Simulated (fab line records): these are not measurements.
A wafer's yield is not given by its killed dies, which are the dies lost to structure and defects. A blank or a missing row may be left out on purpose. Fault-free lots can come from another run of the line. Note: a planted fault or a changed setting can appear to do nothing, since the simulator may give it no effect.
Split-lot experiment    flow gf180mcu    route with 602 steps; 5 lots, 23 wafers read

== ABOUT THE SPLIT ==
At GF_MIM_EXPOSE_16 (exposes mask FuseTop, target cd 2000 nm), the setting dose_mj was moved away from the recipe's 140 on 9 of the 23 wafers read, by -5.6% to +6.4%. This setting was run at the recipe's value on the other wafers.

== FROM THE SPLIT TO THE READING: what the file shows between them, 2 steps ==
- GF_MIM_PEB_17
- GF_MIM_DEVELOP_18: develop time 60 s

== THE READING ==
MIM.cd_nm (the simulator's own value, which no gauge read), in nm, at GF_MIM_METAL_ETCH_19 (etches the open film in Cl2/BCl3, stops on Si3N4, target depth 324.5 nm, time 54.1 s). The file does not state a usual value for it. Here, 14 wafers ran the recipe; their average is 1999 nm with a standard deviation of 4.1 nm.

wafer   tool, chamber at the split  dose_mj as run  against the recipe  MIM.cd_nm, nm  against lot-mates on the recipe
L077.2  iline_stepper-02, 0         140             recipe              1999           -
L077.3  iline_stepper-02, 0         140             recipe              1999           -
L077.4  iline_stepper-02, 0         140             recipe              1999           -
L077.5  iline_stepper-02, 0         148.9           +6.4%               1980           -19
L077.6  iline_stepper-02, 0         148.9           +6.4%               1982           -17
L076.1  iline_stepper-02, 0         140             recipe              2005           -
L076.2  iline_stepper-02, 0         140             recipe              2002           -
L076.3  iline_stepper-02, 0         132.2           -5.6%               2019           +15
L076.5  iline_stepper-02, 0         132.2           -5.6%               2017           +13
L076.6  iline_stepper-02, 0         140             recipe              2006           -
L081.2  iline_stepper-02, 0         140             recipe              1999           -
L081.3  iline_stepper-02, 0         140             recipe              1999           -
L081.4  iline_stepper-02, 0         140             recipe              1999           -
L080.2  iline_stepper-01, 0         140             recipe              2002           -
L080.3  iline_stepper-01, 0         135.4           -3.3%               2007           +8
L080.4  iline_stepper-01, 0         135.4           -3.3%               2011           +12
L080.5  iline_stepper-01, 0         140             recipe              1996           -
L080.6  iline_stepper-01, 0         135.4           -3.3%               2014           +15
L083.2  iline_stepper-01, 0         134.3           -4.1%               2007           +14
L083.3  iline_stepper-01, 0         140             recipe              1992           -
L083.4  iline_stepper-01, 0         140             recipe              1992           -
L083.5  iline_stepper-01, 0         134.3           -4.1%               2006           +13
L083.6  iline_stepper-01, 0         140             recipe              1994           -

THE FIT
A straight line over all 23 wafers: MIM.cd_nm changes by -2.96 nm for each +1% of dose_mj; r = -0.92; the points scatter about the line by 4 nm.
The same after taking each lot's own level away (the mean of its wafers on the recipe; 23 wafers): -2.9 nm for each +1%; r = -0.97; scatter 2.1 nm.
On that fit, the largest move of dose_mj shifts the reading by 18 nm.
The span of the lots' own levels, 1992.7 to 2004.3 nm, comes to 2.9 times the standard deviation stated above.
Hence the lot-to-lot level has little effect on the slope; both slopes agree.
Check: with one of the wafers moved furthest among these (+6.4%) left out of the fit, the line predicts -17.8 nm for it against its lot-mates. Against them it came out at -19 nm.

== ADDITIONAL SPLITS CARRIED BY THESE WAFERS ==
Note: prior to the reading, these wafers also went through further splits. Each is held against what the fit with the lots' levels taken away leaves over:
other split on the same wafers   wafers away from the commonest value  r with MIM.cd_nm (lot level and that fit taken away)
GF_V3_CVD_00 sih4_flow_sccm      10                                    -0.01
GF_V3_CVD_23 temp_c              10                                    -0.22
GF_V4_CMP_04 leave_above_ref_nm  8                                     -0.34
GF_V4_PEB_12 peb_temp_c          9                                     +0.02
GF_V4_ETCH_17 source_w           8                                     +0.16
GF_V4_SPUTTER_22 power_w         8                                     +0.19
GF_MIM_SPUTTER_04 time_s         5                                     +0.34

== FILE'S OWN FIT ==
MIM.cd_nm changes by -2.85 nm for each +1% of dose_mj, r = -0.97.
